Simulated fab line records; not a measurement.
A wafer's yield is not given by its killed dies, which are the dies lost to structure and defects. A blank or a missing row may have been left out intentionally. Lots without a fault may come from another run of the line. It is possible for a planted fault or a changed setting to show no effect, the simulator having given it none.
Matching of chambers ; flow sky130 ; rie-si-01 running SKY_FIELD_ISO_ETCH_17: 4 sister chambers
The step etches Si in HBr/Cl2/O2, target depth 342 nm, time 97.7 s. 7 wafers are shown with their chamber, then 7 later ones without.

WAFERS WITH THEIR CHAMBER
wafer;chamber;drypump-motor-current-A (A);run-length-s (s)
L625.1;1;5.7;126.8
L625.6;3;6.2;125.5
L630.4;0;5.4;125.8
L630.5;2;5.6;125.9
L630.6;1;5.6;126.4
L636.1;0;5.4;126.0
L636.2;3;6.1;125.9

WAFERS WHOSE CHAMBER IS MISSING
wafer;drypump-motor-current-A (A);run-length-s (s)
L636.4;5.5;126.3
L643.2;5.5;126.3
L643.3;5.4;126.1
L643.4;5.5;125.9
L644.1;5.7;126.7
L644.3;5.4;125.8
L644.4;5.7;126.4

EACH ONE'S CHAMBER
wafer;from the rows above;in truth
L636.4;can't be placed: 0 or 2 or 1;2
L643.2;can't be placed: 0 or 2 or 1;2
L643.3;0;0
L643.4;can't be placed: 0 or 2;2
L644.1;1;1
L644.3;0;0
L644.4;can't be placed: 1 or 2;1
3 of 7 placed correctly. Not placeable from these rows: 4 (in 4, the candidates include the true chamber). Number placed wrongly: 0.
How it was worked out, from the rows above alone: a wafer's distance from a chamber is the root of the sum, over the readings, of the square of ((its reading less the chamber's mean) divided by the reading's scatter). If the next closest chamber is less than 2 further off than the closest, the wafer can't be placed; otherwise it belongs to the closest. Each chamber's mean is taken over the wafers shown for it. The scatter: take each reading less its chamber's mean, square it, sum over the shown wafers, divide by the number of wafers less the number of chambers, and take the root.
